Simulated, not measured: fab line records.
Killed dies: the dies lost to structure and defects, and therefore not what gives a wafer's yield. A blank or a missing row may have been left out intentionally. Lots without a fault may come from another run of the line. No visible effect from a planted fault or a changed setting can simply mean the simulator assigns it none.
Struck lot and sound lot, side by side    flow sky130    32 out of 708 route steps
Sound: these wafers, L899.1, L899.4, L899.5. Struck: wafers L915.1, L915.3, L915.5. The cause is given at the end.
For every step that has rows: the tool of each side, followed by ch and its chambers, followed by its first start. Under that, the readings that differ: sound wafers    struck wafers    difference of the means    sigmas: that difference in standard deviations of wafers without a fault.
alike: same words and numbers on both sides, and readings whose means sit less than 2 such deviations apart. not compared: any withheld reading, any reading some wafer has no value for, any bound like >300 that may hide the same value, and any number with overlapping values for which the record gives no deviation.
Wherever a step has rows on one side only, a row that says differs or no value, or a row with sigmas, the two part there. Numbers that don't overlap but have no deviation are shown without sigmas and don't part them. A reading missing from all wafers of one side parts the sides only when that side holds two or more wafers.

SKY_CAP2M_THK_MEAS_01:
  sound: film-metro-01 at day 39 23:55; struck: film-metro-03 at day 45 06:50
  alike: CAP2M_CVD_00_THK
SKY_CAP2M_SPUTTER_02: material TiN, target thk 200 nm, time 166.7 s.
  sound: pvd-sputter-04 at day 39 23:58; struck: pvd-sputter-03 at day 45 06:53
  alike: throttle-valve-pct
SKY_CAP2M_RS_MEAS_03: measures by four-point-probe.
  sound: film-metro-03 at day 40 00:05; struck: film-metro-01 at day 45 07:02
  alike: CAP2M_TIN_RS
SKY_CAP2M_THK_MEAS_04: measures by xrf.
  sound: film-metro-03 at day 40 00:12; struck: film-metro-01 at day 45 07:09
  alike: CAP2M_TIN_THK
then, 7 steps without rows for these wafers: SKY_CAP2M_DEHYDRATE_05 (time 60 s); SKY_CAP2M_HMDS_06 (prime time 60 s); SKY_CAP2M_COAT_07 (resist thk 1140 nm); SKY_CAP2M_SOFTBAKE_08 (time 60 s); SKY_CAP2M_EXPOSE_09 (exposes mask CAP2M, target cd 1000 nm); SKY_CAP2M_PEB_10; SKY_CAP2M_DEVELOP_11 (develop time 60 s).
SKY_CAP2M_OVL_MEAS_12:
  sound: overlay-02 at day 40 23:44; struck: overlay-02 at day 46 03:20
  alike: CAP2M_OVL
SKY_CAP2M_METAL_ETCH_13: etches TiN in Cl2/BCl3, stops on SiO2, target depth 220 nm, time 62.9 s.
  sound on rie-metal-02 ch 0,1, day 40 23:47; struck on rie-metal-04 ch 0,1, day 46 03:23
reading                                     sound              struck             difference  sigmas
oes-product-au (a.u.)                       0.957 0.961 0.947  0.938 0.939 0.939  -0.016      -2
rf-fwd-power-W (W)                          892 898 895        1034 1040 1039     +143        +41
model.NOVOLAK_of_CAP2M_COAT_07.thk-nm (nm)  990 989.2 991.8    972.6 971.2 973.4  -17.9       
model.SiO2_of_CAP2M_CVD_00.thk-nm (nm)      15.33 15.58 15.71  12.63 12.35 12.75  -2.96       
  alike: drypump-motor-current-A, throttle-valve-pct
  not compared: rf-hours-counter-h
SKY_CAP2M_STRIP_14: strips in O2/N2.
  sound on plasma-asher-02 ch 0,1, day 40 23:51; struck on plasma-asher-01 ch 0,1, day 46 03:28
reading                       sound              struck             difference  sigmas
strip-time-to-endpoint-s (s)  12.62 12.61 12.64  12.42 12.41 12.41  -0.21       -5
  alike: drypump-motor-current-A, oes-product-au
  not compared: rf-hours-counter-h
then, 11 steps without rows for these wafers: SKY_CAP2M_STRIP_15 (strips in post etch residue remover, time 1200 s); SKY_CAP2M_CLEAN_16 (cleans in IPA, time 180 s); SKY_CAP2M_CLEAN_17 (cleans in O3/DIW); SKY_METAL4_DEHYDRATE_05 (time 60 s); SKY_METAL4_HMDS_06 (prime time 60 s); SKY_METAL4_COAT_07 (resist thk 60 nm); SKY_METAL4_COAT_08 (resist thk 1140 nm); SKY_METAL4_SOFTBAKE_09 (time 90 s); SKY_METAL4_EXPOSE_10 (exposes mask MM4, target cd 300 nm); SKY_METAL4_PEB_11; SKY_METAL4_DEVELOP_12 (develop time 60 s).
SKY_METAL4_CD_MEAS_13: target cd 300 nm.
  sound: cd-sem-02 at day 41 23:37; struck: cd-sem-02 at day 46 23:47
  alike: cd-nm
SKY_METAL4_OVL_MEAS_14:
  sound: overlay-02 at day 41 23:44; struck: overlay-01 at day 46 23:55
  alike: METAL4_OVL
SKY_METAL4_DESCUM_15: chemistry O2, time 8 s.
  sound on rie-metal-02 ch 0,1, day 41 23:46; struck on rie-metal-01 ch 0, day 46 23:57
  alike: drypump-motor-current-A, oes-product-au
  not compared: rf-hours-counter-h
SKY_METAL4_ETCH_16: etches BARC in N2/H2, stops on SiO2, time 88.2 s, target depth 60 nm.
  sound on rie-metal-02 ch 0,1, day 41 23:48; struck on rie-metal-01 ch 0, day 47 00:01
reading             sound              struck             difference  sigmas
rf-fwd-power-W (W)  497.7 499.3 498.0  493.8 493.7 494.4  -4.4        -2
  alike: drypump-motor-current-A, oes-product-au, throttle-valve-pct
  not compared: rf-hours-counter-h
SKY_METAL4_ETCH_17: etches SiO2 in C4F8/O2/Ar, stops on TiN, time 3.9 s, target depth 15 nm.
  sound on rie-diel-03 ch 0,1,2, day 41 23:54; struck on rie-diel-03 ch 2,3, day 47 00:13
reading                   sound              struck             difference  sigmas
oes-product-au (a.u.)     0.744 0.760 0.752  0.685 0.677 0.693  -0.067      -10
model.etch.depth-nm (nm)  15.33 15.58 15.71  12.63 12.35 12.75  -2.96       
  alike: rf-fwd-power-W
SKY_METAL4_METAL_ETCH_18: etches the open film in Cl2/BCl3, stops on SiO2, target depth 845 nm, time 183.1 s.
  sound on rie-metal-01 ch 0,1, day 41 23:55; struck on rie-metal-03 ch 0,1, day 47 00:14
  alike: drypump-motor-current-A, oes-product-au, rf-fwd-power-W, throttle-valve-pct
  not compared: rf-hours-counter-h
-- the record jumps here: 3 days lie between the struck wafers' starts before and after (it left off in module METAL4 and takes up again in module PAD_OPEN, whose first step shown is number 708 of the route) --
SKY_PAD_OPEN_PROBE_99:
  sound: prober-01 at day 45 20:49; struck: prober-01 at day 50 06:31
reading                                sound                struck                difference  sigmas
model.etest.cap-mim2.leak-log10-a-cm2  -8.899 -9.015 -9.05  -8.712 -8.495 -8.627  +0.377      
  alike: defect-limited-yield, killed_at_M0_to_M3, killed_at_M4_up, killed-at-contacts, killed-at-front-end, killed-dies, killed-open, killed-short, sort_bin_3_pad_short, sort_bin_5_function, sort_bin_6_memory, sort-n-pass, sort-yield-pct
  not compared: model.etest.cap-mim2.bv-v

WHERE THEY PART
At SKY_CAP2M_METAL_ETCH_13 first; at SKY_METAL4_ETCH_17 last (within this record only). Later steps at which nothing parts them and some readings are alike: SKY_METAL4_METAL_ETCH_18, SKY_PAD_OPEN_PROBE_99.

WHY: the cause the simulator had injected
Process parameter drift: rie-metal-04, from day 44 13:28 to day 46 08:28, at SKY_CAP2M_METAL_ETCH_13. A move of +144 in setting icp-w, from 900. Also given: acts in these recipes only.
